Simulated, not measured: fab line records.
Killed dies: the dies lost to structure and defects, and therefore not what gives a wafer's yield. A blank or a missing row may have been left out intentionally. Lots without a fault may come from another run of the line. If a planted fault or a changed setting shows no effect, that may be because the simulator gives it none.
fab line records -- flow sky130
record: lots: 5, wafers: 15, lastDay: 50
route steps=708 shown NWELL@71
lots that met no fault: taken from a fault-free run of the same line
startH: the number of hours between the record's first day and the start of the first shown wafer of the lot -- waitH: how many hours have passed since the lot's step before this one -- " unchanged from the row above -- L1.1+2: a single row standing in for several wafers -- - no value, or no start given -- * or withheld: withheld -- < > ~ a bound
route shown NAME@n: names a module that has steps shown in the file, with the first one's number in the route -- usual: average and standard deviation across the fault-free wafers -- same: alike in all rows -- chamber/n: place in a boat -- sites: the reading at each site -- _std_site: the values' standard deviation -- _edge_site: inner sites' mean taken away from outer sites' mean -- radiusMm: how far each site lies from the wafer's centre -- mask NAME#n: copy n -- behind: the last tool/chamber to shape the wafer -- hold: what put the lot on hold/how long, in hours/how the hold closed -- device: whichever transistor did not switch (one of n, p or np) -- end of line: tests of these same wafers at the route's end -- for a step that has no rows: nothing shown but its recipe -- killed: the dies lost at the first sort to structure and to defects; this is not the yield of the wafer -- map: per-die view of a wafer (x killed, . not killed, _ where there is no die)
set.NAME: the run value of the setting; set.NAME@STEP: its run value at that earlier step -- model.NAME: the simulator's own value behind a step, which no gauge read
a table for each step, a row for each wafer; lots at some steps of the route
services: when a tool's chamber went out of use (startH, in hours from the record's first day, below 0 if earlier), for how many hours, and the reason
== steps ==
step: SKY_NWELL_COAT_18
recipe: spinRpm: 2000, resistThkNm: 3000
usual: exhaustPa: 45.0/0.93
lot.wafer,tool,chamber,startH,waitH,exhaustPa
L080.1,lithoTrack-04,0,133.44,0.1,45.2
L080.3,lithoTrack-04,0,133.44,0.1,44.2
L080.5,lithoTrack-04,0,133.44,0.1,43.6
L087.1,lithoTrack-02,0,175.17,0.1,44.7
L087.3,lithoTrack-02,0,175.17,0.1,45.5
L087.4,lithoTrack-02,0,175.17,0.1,45.4
L088.1,lithoTrack-04,0,178.84,0.1,45.6
L088.3,lithoTrack-04,0,178.84,0.1,44.3
L088.5,lithoTrack-04,0,178.84,0.1,44.9
L092.1,lithoTrack-04,0,202.29,0.1,45.9
L092.3,lithoTrack-04,0,202.29,0.1,46.5
L092.4,lithoTrack-04,0,202.29,0.1,47.2
L097.3,lithoTrack-02,0,233.22,0.1,45.5
L097.4,lithoTrack-02,0,233.22,0.1,45.6
L097.5,lithoTrack-02,0,233.22,0.1,46.2
step: SKY_NWELL_SOFTBAKE_19
recipe: tempC: 110, timeS: withheld
usual: exhaustPa: 44.9/0.89
lot.wafer,tool,chamber,startH,waitH,exhaustPa
L080.1,lithoTrack-04,0,133.59,0.1,43.7
L080.3,lithoTrack-04,0,133.59,0.1,45.6
L080.5,lithoTrack-04,0,133.59,0.1,45.5
L087.1,lithoTrack-02,0,175.32,0.1,44.7
L087.3,lithoTrack-02,0,175.32,0.1,43.1
L087.4,lithoTrack-02,0,175.32,0.1,44.1
L088.1,lithoTrack-04,0,178.99,0.1,43.3
L088.3,lithoTrack-04,0,178.99,0.1,44.8
L088.5,lithoTrack-04,0,178.99,0.1,44.3
L092.1,lithoTrack-04,0,202.44,0.1,43.4
L092.3,lithoTrack-04,0,202.44,0.1,43.9
L092.4,lithoTrack-04,0,202.44,0.1,44.6
L097.3,lithoTrack-02,0,233.39,0.1,44.8
L097.4,lithoTrack-02,0,233.39,0.1,44.9
L097.5,lithoTrack-02,0,233.39,0.1,44.9
step: SKY_NWELL_EXPOSE_20
recipe: maskId: NWM_COMPLEMENT, na: 0.6, sourceShape: conventional, sigmaOuter: 0.6, polarization: unpolarized, targetCdNm: 840, doseMj: 260
lot.wafer,tool,chamber,startH,waitH,mask
L080.1+3+5,ilineStepper-01,0,-,-,NWM_COMPLEMENT#0
L087.1+3+4,ilineStepper-02,0,-,-,NWM_COMPLEMENT#0
L088.1+3+5,ilineStepper-01,0,-,-,NWM_COMPLEMENT#0
L092.1+3+4,ilineStepper-01,0,-,-,NWM_COMPLEMENT#0
L097.3+4+5,ilineStepper-01,0,-,-,NWM_COMPLEMENT#0
step: SKY_NWELL_PEB_21
recipe: tempC: 115, timeS: withheld
usual: exhaustPa: 44.7/0.96
lot.wafer,tool,chamber,startH,waitH,exhaustPa
L080.1,lithoTrack-01,0,-,-,44.6
L080.3,lithoTrack-01,0,-,-,43.6
L080.5,lithoTrack-01,0,-,-,45.4
L087.1,lithoTrack-01,0,-,-,46.3
L087.3,lithoTrack-01,0,-,-,44.6
L087.4,lithoTrack-01,0,-,-,45.2
L088.1,lithoTrack-04,0,-,-,44.8
L088.3,lithoTrack-04,0,-,-,45.1
L088.5,lithoTrack-04,0,-,-,44.9
L092.1,lithoTrack-04,0,-,-,43.8
L092.3,lithoTrack-04,0,-,-,45.5
L092.4,lithoTrack-04,0,-,-,44.8
L097.3,lithoTrack-04,0,-,-,43.6
L097.4,lithoTrack-04,0,-,-,43.6
L097.5,lithoTrack-04,0,-,-,43.6
step: SKY_NWELL_DEVELOP_22
recipe: wallAngleDeg: 90, developer: TMAH, developTimeS: 60, devTempC: 23
usual: exhaustPa: 44.9/0.91
lot.wafer,tool,chamber,startH,waitH,exhaustPa
L080.1,lithoTrack-01,0,-,-,44.4
L080.3,lithoTrack-01,0,-,-,44.7
L080.5,lithoTrack-01,0,-,-,44.6
L087.1,lithoTrack-01,0,-,-,44.6
L087.3,lithoTrack-01,0,-,-,45.7
L087.4,lithoTrack-01,0,-,-,44.1
L088.1,lithoTrack-04,0,-,-,45.6
L088.3,lithoTrack-04,0,-,-,44.6
L088.5,lithoTrack-04,0,-,-,44.3
L092.1,lithoTrack-04,0,-,-,44.9
L092.3,lithoTrack-04,0,-,-,45.1
L092.4,lithoTrack-04,0,-,-,43.7
L097.3,lithoTrack-04,0,-,-,45.3
L097.4,lithoTrack-04,0,-,-,44.2
L097.5,lithoTrack-04,0,-,-,44.2
step: SKY_NWELL_OVL_MEAS_23
usual: NWELL_01_OVL: -0.3/1.3
lot.wafer,tool,chamber,startH,waitH,NWELL_01_OVL[nm]
L080.1,overlay-02,-,142.48,-,0.3
L080.3,overlay-02,-,142.48,-,-0.3
L080.5,overlay-02,-,142.48,-,-0.2
L087.1,overlay-01,-,185.53,-,-0.4
L087.3,overlay-01,-,185.53,-,0.1
L087.4,overlay-01,-,185.53,-,0.6
L088.1,overlay-02,-,189.54,-,0.8
L088.3,overlay-02,-,189.54,-,0.3
L088.5,overlay-02,-,189.54,-,-0.4
L092.1,overlay-02,-,212.99,-,1.3
L092.3,overlay-02,-,212.99,-,0.4
L092.4,overlay-02,-,212.99,-,-0.9
L097.3,overlay-02,-,245.25,-,-0.3
L097.4,overlay-02,-,245.25,-,-0.1
L097.5,overlay-02,-,245.25,-,1.2
step: SKY_NWELL_IMPLANT_24
recipe: species: B, energyKev: 140, doseCm2: 9.2e+12, tiltDeg: withheld
lot.wafer,tool,chamber,startH,waitH
L080.1+3+5,implanter-03,0,142.52,0.0
L087.1+3+4,implanter-03,0,185.57,0.0
L088.1+3+5,implanter-03,0,189.58,0.0
L092.1+3+4,implanter-03,0,213.03,0.0
L097.3+4+5,implanter-03,0,245.33,0.1
step: SKY_NWELL_STRIP_25
recipe: chemistry: O2/N2, powerW: 1400, pressureMtorr: 1500, platenTempC: withheld, o2FlowSccm: 3000, n2FlowSccm: 300, overashFraction: 0.5
usual: drypumpMotorCurrentA: 6.01/0.21, o2FlowSccm: 2999/9.1, oesProductAu: 0.723/0.0042, stripTimeToEndpointS: 36.97/0.11
lot.wafer,tool,chamber,startH,waitH,drypumpMotorCurrentA,o2FlowSccm,oesProductAu,rfHoursCounterH,stripTimeToEndpointS
L080.1,plasmaAsher-01,1,142.67,0.1,5.95,2993,0.720,34,36.98
L080.3,plasmaAsher-01,0,142.67,0.1,6.16,3001,0.722,-,36.97
L080.5,plasmaAsher-01,0,142.67,0.1,6.17,3000,0.725,-,36.93
L087.1,plasmaAsher-01,0,185.72,0.1,6.15,2999,0.723,38,37.07
L087.3,plasmaAsher-01,1,185.72,0.1,5.94,3006,0.722,-,36.99
L087.4,plasmaAsher-01,0,185.72,0.1,6.16,3009,0.717,-,36.95
L088.1,plasmaAsher-03,0,189.73,0.1,5.69,2996,0.719,52,37.09
L088.3,plasmaAsher-03,1,189.73,0.1,5.90,2996,0.723,-,36.96
L088.5,plasmaAsher-03,1,189.73,0.1,5.88,2993,0.719,-,37.03
L092.1,plasmaAsher-04,1,213.18,0.1,6.25,3000,0.728,9,36.98
L092.3,plasmaAsher-04,1,213.18,0.1,6.27,2995,0.727,-,36.98
L092.4,plasmaAsher-04,0,213.18,0.1,6.19,3005,0.717,-,36.94
L097.3,plasmaAsher-04,0,245.46,0.1,6.17,3016,0.727,-,36.91
L097.4,plasmaAsher-04,1,245.46,0.1,6.27,2989,0.718,-,36.85
L097.5,plasmaAsher-04,1,245.46,0.1,6.25,2992,0.723,-,36.94
step: SKY_NWELL_TW_MEAS_26
usual: NWELL_2_TW: 496.7/2.4
lot.wafer,tool,chamber,startH,waitH,NWELL_2_TW
L080.1,filmMetro-03,-,142.77,0.1,500.1
L080.3,filmMetro-03,-,142.77,0.1,499.6
L080.5,filmMetro-03,-,142.77,0.1,497.1
L087.1,filmMetro-03,-,185.82,0.1,495.7
L087.3,filmMetro-03,-,185.82,0.1,497.6
L087.4,filmMetro-03,-,185.82,0.1,497.5
L088.1,filmMetro-02,-,189.83,0.1,495.1
L088.3,filmMetro-02,-,189.83,0.1,494.9
L088.5,filmMetro-02,-,189.83,0.1,495.5
L092.1,filmMetro-03,-,213.28,0.1,495.5
L092.3,filmMetro-03,-,213.28,0.1,500.0
L092.4,filmMetro-03,-,213.28,0.1,497.6
L097.3,filmMetro-03,-,245.55,0.1,494.1
L097.4,filmMetro-03,-,245.55,0.1,495.8
L097.5,filmMetro-03,-,245.55,0.1,496.4
step: SKY_NWELL_CLEAN_27
recipe: chemistry: SC1/SC2, mix: 1:4:20, tempC: 70, timeS: 150, dry: n2Spin
lot.wafer,tool,chamber,startH,waitH
L080.1+3+5,wetBench-03,2,142.83,0.1
L087.1+3+4,wetBench-01,1,185.88,0.1
L088.1+3+5,wetBench-04,3,189.89,0.1
L092.1+3+4,wetBench-01,0,213.34,0.1
L097.3+4+5,wetBench-04,0,245.59,0.0
step: SKY_NWELL_RTA_28
recipe: tempC: 1050, timeS: 30, idleTempC: 650, rampUpCPerS: 150, rampDownCPerS: 90, ambient: N2
usual: lampPowerPct: 25.31/0.055, rampDownCPerS: 89.999/0.015, rampUpCPerS: 150.00/0.026, wafer_temp_C_max: 1054.9/0.92
lot.wafer,tool,chamber,startH,waitH,lampPowerPct,rampDownCPerS,rampUpCPerS,wafer_temp_C_max
L080.1,rtpAnneal-01,0,142.88,0.0,25.28,89.994,150.00,1055.6
L080.3,rtpAnneal-01,0,142.88,0.0,25.26,90.007,150.00,1054.5
L080.5,rtpAnneal-01,0,142.88,0.0,25.40,90.026,149.95,1054.7
L087.1,rtpAnneal-01,0,185.93,0.0,25.33,90.010,149.95,1055.6
L087.3,rtpAnneal-01,0,185.93,0.0,25.31,89.997,150.01,1056.3
L087.4,rtpAnneal-01,0,185.93,0.0,25.29,89.991,150.05,1053.9
L088.1,rtpAnneal-02,0,189.94,0.0,25.30,89.998,150.04,1055.0
L088.3,rtpAnneal-02,0,189.94,0.0,25.27,89.962,149.95,1054.9
L088.5,rtpAnneal-02,0,189.94,0.0,25.33,90.023,150.01,1055.0
L092.1,rtpAnneal-01,0,213.39,0.0,25.35,90.014,150.02,1057.4
L092.3,rtpAnneal-01,0,213.39,0.0,25.20,90.013,149.99,1054.9
L092.4,rtpAnneal-01,0,213.39,0.0,25.38,89.996,149.97,1055.4
L097.3,rtpAnneal-01,0,245.67,0.0,25.25,89.987,150.00,1054.2
L097.4,rtpAnneal-01,0,245.67,0.0,25.31,90.022,150.02,1056.4
L097.5,rtpAnneal-01,0,245.67,0.0,25.37,89.998,150.04,1055.2
step: SKY_NWELL_RS_MEAS_29
recipe: thkMeasGauge: four-point-probe
usual: NWELL_RS: 624.5/1.4
lot.wafer,tool,chamber,startH,waitH,NWELL_RS[ohm/sq]
L080.1,filmMetro-01,-,142.98,0.1,625.4
L080.3,filmMetro-01,-,142.98,0.1,625.3
L080.5,filmMetro-01,-,142.98,0.1,625.1
L087.1,filmMetro-03,-,186.03,0.1,623.4
L087.3,filmMetro-03,-,186.03,0.1,621.5
L087.4,filmMetro-03,-,186.03,0.1,623.0
L088.1,filmMetro-03,-,190.04,0.1,621.5
L088.3,filmMetro-03,-,190.04,0.1,624.0
L088.5,filmMetro-03,-,190.04,0.1,625.2
L092.1,filmMetro-02,-,213.49,0.1,623.8
L092.3,filmMetro-02,-,213.49,0.1,623.4
L092.4,filmMetro-02,-,213.49,0.1,624.9
L097.3,filmMetro-02,-,245.78,0.1,625.4
L097.4,filmMetro-02,-,245.78,0.1,625.4
L097.5,filmMetro-02,-,245.78,0.1,627.2
== services ==
tool,chamber,startH,hours,kind
ilineStepper-01,-,109.87,2.1,pm
ilineStepper-01,-,111.95,-,consumableReplace:lamp
plasmaAsher-04,0,117.75,-,clean
plasmaAsher-04,1,117.75,-,clean
plasmaAsher-01,-,121.51,2.8,pm
implanter-03,-,131.95,1.6,repair
ilineStepper-02,-,144.76,1.7,pm
ilineStepper-01,0,182.35,-,calibration
plasmaAsher-03,-,235.80,0.3,repair
== key ==
fault none
